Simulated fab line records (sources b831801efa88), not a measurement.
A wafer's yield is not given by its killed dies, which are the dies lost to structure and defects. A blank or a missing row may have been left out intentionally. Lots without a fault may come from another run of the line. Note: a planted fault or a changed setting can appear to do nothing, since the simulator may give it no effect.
A single fault, viewed from 2 desks	flow sky130	each desk has only its own numbers; what lay behind them comes last

AT THE METROLOGY DESK
What the gauges read, lot by lot, whatever tool the lot ran on: means of the sampled wafers that have a number. Any lot whose mean is over 4 standard deviations away from the usual mean is out of limits and marked OUT; that distance is given in the brackets.
Columns: A = LI_CONTACT_OVL at SKY_LI_CONTACT_OVL_MEAS_13, usual -1 nm; B = cdNm at SKY_LOCAL_INTERCONNECT_CD_MEAS_11, usual 169.7 nm
lot	first seen here	A	B
L653	day 28 11:27	-4	170.8
L656	day 30 03:26	1	170.1
L659	day 30 21:50	-3	167.5
L660	day 31 08:14	7	169.3
L661	day 31 16:53	3	171.5
L662	day 32 04:47	-4	169.9
L664	day 32 20:32	4	172.0
L666	day 33 11:21	-7	169.1
L672	day 35 08:57	-3	170.0
L674	day 35 23:42	-2	168.3
L675	day 36 09:39	-3	170.4
L676	day 36 14:12	-8	170.4
Result from this desk: across the 12 lots, nothing is out of limits.

FOR THE TOOL OWNER'S DESK: lithoTrack-01
The tool's own readings at SKY_CONTACT_COAT_08 (resist thk 60 nm): means of the sampled wafers that have a number, for each lot that ran on this tool. Any lot whose mean is over 4 standard deviations away from the usual mean is out of limits and marked OUT; that distance is given in the brackets.
Columns: A = spinSpeedRpm at SKY_CONTACT_COAT_08, usual 3000.4 rpm
lot	first seen here	A
L659	day 32 18:16	2999.7
L660	day 33 04:49	2999.0
L661	day 33 13:25	3001.1
L662	day 34 00:58	3242.5 (+99 or more) OUT
L664	day 34 15:55	3241.1 (+99 or more) OUT
L666	day 35 06:52	3240.2 (+99 or more) OUT
L675	day 38 03:52	2999.6
This desk's verdict: out of limits on L662, L664, L666, starting with L662 at day 34 00:58 (spinSpeedRpm at SKY_CONTACT_COAT_08). L659, L660, L661, L675 stayed within limits.

PUT TOGETHER
The tool owner's desk could have raised an alarm at day 34 00:58, on L662, L664, L666.
Metrology desk: nothing out of limits seen.
The metrology desk has L662, L664, L666 on record, within its limits.
All the named lots went through SKY_CONTACT_COAT_08 on lithoTrack-01.

WHAT WAS PUT IN BY THE SIMULATOR
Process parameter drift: lithoTrack-01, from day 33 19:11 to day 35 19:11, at SKY_CONTACT_COAT_08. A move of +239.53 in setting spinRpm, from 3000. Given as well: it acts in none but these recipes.
Struck lots among those shown: L662, L664, L666.
Hours from the fault's start to each desk's first reading out of limits: the tool owner's desk, 6.
